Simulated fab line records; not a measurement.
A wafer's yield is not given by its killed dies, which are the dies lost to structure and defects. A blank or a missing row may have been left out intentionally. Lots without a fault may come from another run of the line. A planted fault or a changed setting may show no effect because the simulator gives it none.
A lot that was struck, set against a sound lot	flow sky130	34 steps out of a route of 708
Sound: the wafers L899.1, L899.3, L899.6. The struck wafers were L884.1, L884.2, L884.4. At the end, the cause is stated.
For every step that has rows: the tool of each side, followed by ch and its chambers, followed by its first start. Under that, the readings that differ: sound wafers	struck wafers	difference of the means	sigmas: that difference in standard deviations of wafers without a fault.
alike: a reading whose means differ by less than 2 such deviations, as well as words and numbers matching on both sides. not compared: withheld readings; readings where some wafer has no value; bounds like >300 that might hide an equal value; numbers whose values overlap and for which the record gives no deviation.
A row with sigmas, a row that says differs or no value, or rows on one side alone: a step with any of these is where the two part. Non-overlapping numbers with no deviation appear without sigmas and do not part them. A reading missing from all wafers of one side parts the sides only when that side holds two or more wafers.

first, 7 steps without rows for these wafers: SKY_SONOS_TUNNEL_DEVELOP_06 (develop time 60 s); SKY_SONOS_TUNNEL_IMPLANT_09; SKY_SONOS_TUNNEL_WET_ETCH_10 (etches SiO2 in dHF, target depth 14 nm, time 280 s); SKY_SONOS_TUNNEL_STRIP_11 (strips in SPM, time 600 s); SKY_SONOS_TUNNEL_CLEAN_13 (cleans in dHF, time 20 s); SKY_SONOS_ONO_OXIDATION_00 (stabilise 600 s, purge 300 s, target thk 2.6 nm); SKY_SONOS_ONO_CVD_02 (deposits Si3N4 from DCS/NH3, target thk 10.5 nm, time 180 s).
SKY_SONOS_ONO_CVD_04: deposits SiO2 from SiH4/N2O, target thk 5.7199 nm.
  sound on lpcvd-03 ch 0, day 18 03:40; struck on lpcvd-03 ch 0, day 13 12:00
reading	sound	struck	difference	sigmas
spike tc bottom C (C)	915.9 915.8 914.0	941.8 940.5 941.3	+26.0	+12
spike tc centre C (C)	899.6 897.4 897.7	924.3 923.9 924.6	+26.0	+19
spike tc lower C (C)	901.9 901.4 901.1	926.3 926.8 926.0	+24.9	+26
spike tc top C (C)	910 911 910	934 935 935	+24	+7
spike tc upper C (C)	901.8 901.9 900.6	926.6 926.1 928.2	+25.5	+18
susceptor temp C (C)	899.2 899.2 899.4	925.8 925.1 925.0	+26.0	+72
zone power lower pct (%)	17.63 17.93 17.51	19.25 18.96 19.18	+1.44	+8
zone power upper pct (%)	18.8 18.4 18.2	20.0 19.6 19.6	+1.3	+4
model.SiO2_of_SONOS_ONO_CVD_04.thk nm (nm)	5.61 5.647 5.655	8.508 8.497 8.63	+2.908	
SKY_SONOS_ONO_THK_MEAS_05:
  sound on film metro-04 at day 18 04:55; struck on film metro-04 at day 13 13:15
reading	sound	struck	difference	sigmas
SONOS_ONO_CVD_04_THK (nm)	5.58 5.67 5.63	8.45 8.49 8.61	+2.89	+26
then, 23 steps without rows for these wafers: SKY_SONOS_ONO_DEHYDRATE_06 (time 60 s); SKY_SONOS_ONO_HMDS_07 (prime time 60 s); SKY_SONOS_ONO_COAT_08 (resist thk 1140 nm); SKY_SONOS_ONO_SOFTBAKE_09 (time 60 s); SKY_SONOS_ONO_EXPOSE_10 (exposes mask ONOM, target cd 410 nm); SKY_SONOS_ONO_PEB_11; SKY_SONOS_ONO_DEVELOP_12 (develop time 60 s); SKY_SONOS_ONO_ETCH_15 (etches the open film in CHF3/O2, target depth 19.52 nm, time 7.8 s); SKY_SONOS_ONO_WET_ETCH_16 (etches SiO2 in dHF, target depth 14 nm, time 280 s); SKY_SONOS_ONO_STRIP_17 (strips in O2/N2); SKY_SONOS_ONO_WET_ETCH_18 (etches Si3N4 in H3PO4, target depth 15 nm, time 172 s); SKY_GATE_OXIDE_CLEAN_00 (cleans in SC1/SC2, time 150 s); SKY_GATE_OXIDE_OXIDATION_01 (stabilise 600 s, purge 300 s, target thk 10.268 nm); SKY_GATE_OXIDE_DEHYDRATE_03 (time 60 s); SKY_GATE_OXIDE_HMDS_04 (prime time 60 s); SKY_GATE_OXIDE_COAT_05 (resist thk 1140 nm); SKY_GATE_OXIDE_SOFTBAKE_06 (time 60 s); SKY_GATE_OXIDE_EXPOSE_07 (exposes mask LVOM, target cd 600 nm); SKY_GATE_OXIDE_PEB_08; SKY_GATE_OXIDE_DEVELOP_09 (develop time 60 s); SKY_GATE_OXIDE_IMPLANT_11; SKY_GATE_OXIDE_WET_ETCH_12 (etches SiO2 in dHF, target depth 16.8 nm, time 336 s); SKY_GATE_OXIDE_STRIP_13 (strips in O2/N2).
-- the record jumps here: 2 days lie between the struck wafers' starts before and after --
SKY_GATE_OXIDE_CLEAN_15: cleans in SC1/SC2, time 150 s.
  sound on wet bench-04 ch 0, day 20 20:01; struck on wet bench-03 ch 3, day 15 22:32
reading	sound	struck	difference	sigmas
model.SiO2_of_SONOS_ONO_CVD_04.thk nm (nm)	4.085 4.127 4.133	6.995 6.978 7.115	+2.914	
-- the record jumps here: 31 days lie between the struck wafers' starts before and after (it left off in module GATE_OXIDE and takes up again in module PAD_OPEN, whose first step shown is number 708 of the route) --
SKY_PAD_OPEN_PROBE_99:
  sound on prober-01 at day 50 08:39; struck on prober-01 at day 47 09:41
reading	sound	struck	difference	sigmas
killed at other	1 0 0	2 1 3	+2	+3
  alike: killed_at_M0_to_M3, killed_at_M4_up, killed at contacts, killed at front end, killed dies, killed open, killed short

== WHERE THEY PART ==
At SKY_SONOS_ONO_CVD_04 first; at SKY_PAD_OPEN_PROBE_99 last (within this record only).

WHY: the cause the simulator had injected
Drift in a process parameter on lpcvd-03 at SKY_SONOS_ONO_CVD_04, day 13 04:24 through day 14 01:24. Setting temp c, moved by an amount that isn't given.
